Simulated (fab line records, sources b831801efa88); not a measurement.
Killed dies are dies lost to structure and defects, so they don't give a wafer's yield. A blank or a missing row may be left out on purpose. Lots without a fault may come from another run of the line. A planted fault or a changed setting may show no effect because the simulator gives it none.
A struck lot beside a sound one | flow sfq_line | 13 steps out of a route of 325
Sound: wafers L948.1, L948.2, L948.5. Struck: wafers L949.4, L949.5, L949.6. The cause comes at the end.
At each step with rows: each side's tool, then ch and its chambers, then its first start. Under that, the readings that differ: sound wafers | struck wafers | difference of the means | sigmas: that difference in standard deviations of wafers without a fault.
alike: readings whose means differ by less than 2 such deviations, and words and numbers that are the same on both sides. not compared: withheld readings, readings that some wafer has no value for, bounds like >300 that may hide the same value, and numbers for which the record gives no deviation and whose values overlap.
The two part at a step that has a row with sigmas, a row that says differs or no value, or rows on one side only. Numbers that don't overlap but have no deviation are shown without sigmas and don't part them. A reading that every wafer of one side lacks parts them only if that side has two wafers or more.

SFQ_I2_OVL_MEAS_918:
  sound on overlay-02, day 39 05:52; struck on overlay-02, day 39 10:41
  alike: I2_OVL
SFQ_TRILAYER_I2_VIA_BARC_OPEN_VIA_ETCH_096: etches BARC in O2, target depth 125 nm, time 41.7 s.
  sound on rie_diel-04 ch 1,3, day 39 05:55; struck on rie_diel-02 ch 0,1,3, day 39 10:43
  alike: chamber_pressure_mTorr, drypump_motor_current_A, oes_product_au
  not compared: rf_hours_counter_h
SFQ_TRILAYER_I2_VIA_ETCH_VIA_ETCH_070: etches SiO2 in CHF3, stops on Nb, target depth 260 nm.
  sound on rie_diel-04 ch 1,3, day 39 05:57; struck on rie_diel-02 ch 0,1,3, day 39 10:45
  alike: chamber_pressure_mTorr, drypump_motor_current_A, oes_product_au
SFQ_TRILAYER_I2_VIA_STRIP_STRIP_071: strips in O2.
  sound on rie_metal-02 ch 0,1, day 39 06:04; struck on rie_metal-03 ch 0,1, day 39 11:04
  alike: chamber_pressure_mTorr, drypump_motor_current_A, oes_product_au
  not compared: rf_hours_counter_h
then, 2 steps without rows for these wafers: SFQ_TRILAYER_I2_VIA_STRIP_SOLV_CLEAN_072 (cleans in NMP, time 600 s); SFQ_TRILAYER_M3_DEP_PRE_CLEAN_074 (time 22.5 s).
SFQ_TRILAYER_M3_DEP_SPUTTER_073: material Nb, target thk 200 nm, time 133.3 s.
  sound on pvd_sputter-03, day 39 06:52; struck on pvd_sputter-04, day 39 11:40
  alike: chamber_pressure_pa, throttle_valve_pct
SFQ_M3_RS_MEAS_919: measures by four-point-probe.
  sound on film_metro-02, day 39 06:57; struck on film_metro-01, day 39 11:49
  alike: M3_NB_RS
then, 3 steps without rows for these wafers: SFQ_TRILAYER_M3_LITHO_COAT_080 (resist thk 62 nm); SFQ_TRILAYER_M3_LITHO_COAT_075 (resist thk 600 nm); SFQ_TRILAYER_M3_LITHO_SOFTBAKE_079.
SFQ_TRILAYER_M3_LITHO_EXPOSE_076: exposes mask M3, target cd 500 nm.
  sound on krf_scanner-02 ch 0, day 39 07:53; struck on krf_scanner-02, day 39 18:37
  no value came back on the struck wafers for exposure_dose_mJ_cm2, focus_offset_nm (nm); on the sound wafers exposure_dose_mJ_cm2 reads 14.411 14.419 14.375
  alike: mask
then, 1 step without rows for these wafers: SFQ_TRILAYER_M3_LITHO_PEB_078 (peb time 60 s).

WHERE THEY PART
Only at SFQ_TRILAYER_M3_LITHO_EXPOSE_076, within this record.

WHY: what the simulator had put in
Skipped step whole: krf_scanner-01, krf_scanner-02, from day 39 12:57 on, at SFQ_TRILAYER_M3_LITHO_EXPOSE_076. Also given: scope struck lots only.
